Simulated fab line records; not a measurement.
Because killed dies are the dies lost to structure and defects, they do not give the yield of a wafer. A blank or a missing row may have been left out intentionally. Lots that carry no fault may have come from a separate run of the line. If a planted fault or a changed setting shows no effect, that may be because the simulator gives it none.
Check of tool commonality ; flow sky130 ; Sampled: 14 lots, 42 wafers

== REASON IT WAS OPENED ==
SKY_VT_ADJUST_LVTN_TW_MEAS_10, reading VT_ADJUST_LVTN_TW: flagged on 2 of 14 lots. Fault-free wafers read 240, with a standard deviation of 3.
Rule: a lot is flagged in two cases, either no wafer of it has a number, or all its wafers with numbers fall more than 4 standard deviations from that mean. The other lots count as sound.

lot;measured;on;VT_ADJUST_LVTN_TW, wafer by wafer;flag
L820;day 7 15:13;filmMetro-04;237 237 238;
L822;day 7 19:52;filmMetro-03;243 244 244;
L824;day 8 01:04;filmMetro-03;244 243 244;
L825;day 8 16:23;filmMetro-04;236 235 236;
L826;day 9 00:18;filmMetro-04;239 238 240;
L828;day 9 13:18;filmMetro-04;241 238 239;
L830;day 10 05:41;filmMetro-01;240 239 240;
L831;day 10 06:59;filmMetro-03;245 244 245;
L832;day 10 09:49;filmMetro-03;246 244 244;
L833;day 10 15:52;filmMetro-04;238 239 238;
L834;day 10 21:10;filmMetro-03;30 30 30;FLAGGED
L835;day 11 12:32;filmMetro-01;30 30 30;FLAGGED
L840;day 12 14:43;filmMetro-03;243 243 241;
L842;day 13 09:38;filmMetro-04;239 238 238;
The numbers of the flagged lots are 30 on average: -210 against the usual, or -70 standard deviations.

== WHICH TOOL EACH LOT WENT THROUGH ==
The record holds 1 process step before the reading, out of a route of 708 steps. Every cell lists first the tool, next ch and the chambers used by the sampled wafers, and last the start.
lot;flag;SKY_VT_ADJUST_LVTN_IMPLANT_08
L820;;implanter-04 ch 0, day 7 14:58
L822;;implanter-01 ch 0, day 7 19:38
L824;;implanter-04 ch 0, day 8 00:49
L825;;implanter-04 ch 0, day 8 16:08
L826;;implanter-01 ch 0, day 9 00:04
L828;;implanter-04 ch 0, day 9 13:04
L830;;implanter-04 ch 0, day 10 05:28
L831;;implanter-03 ch 0, day 10 06:46
L832;;implanter-01 ch 0, day 10 09:34
L833;;implanter-01 ch 0, day 10 15:37
L834;FLAGGED;implanter-04, day 10 20:55
L835;FLAGGED;implanter-01, day 11 12:17
L840;;implanter-01 ch 0, day 12 14:28
L842;;implanter-04 ch 0, day 13 09:24
What these steps do:
- SKY_VT_ADJUST_LVTN_IMPLANT_08
- SKY_VT_ADJUST_LVTN_TW_MEAS_10

== FLAGGED OVER TOTAL, TOOL BY TOOL (the gauges that took the reading come last) ==
step;tool;lots run;flagged;share of the flagged lots;sound lots run after its first flagged lot
SKY_VT_ADJUST_LVTN_IMPLANT_08;implanter-01;6;1;some;1 (L840)
SKY_VT_ADJUST_LVTN_IMPLANT_08;implanter-03;1;0;none;-
SKY_VT_ADJUST_LVTN_IMPLANT_08;implanter-04;7;1;some;1 (L842)
SKY_VT_ADJUST_LVTN_TW_MEAS_10;filmMetro-01;2;1;some;0
SKY_VT_ADJUST_LVTN_TW_MEAS_10;filmMetro-03;6;1;some;1 (L840)
SKY_VT_ADJUST_LVTN_TW_MEAS_10;filmMetro-04;6;0;none;-

== THE TABLE: WHAT IT ALLOWS ==
No row of the table ran every flagged lot.

== WHAT HAD BEEN PUT IN BY THE SIMULATOR ==
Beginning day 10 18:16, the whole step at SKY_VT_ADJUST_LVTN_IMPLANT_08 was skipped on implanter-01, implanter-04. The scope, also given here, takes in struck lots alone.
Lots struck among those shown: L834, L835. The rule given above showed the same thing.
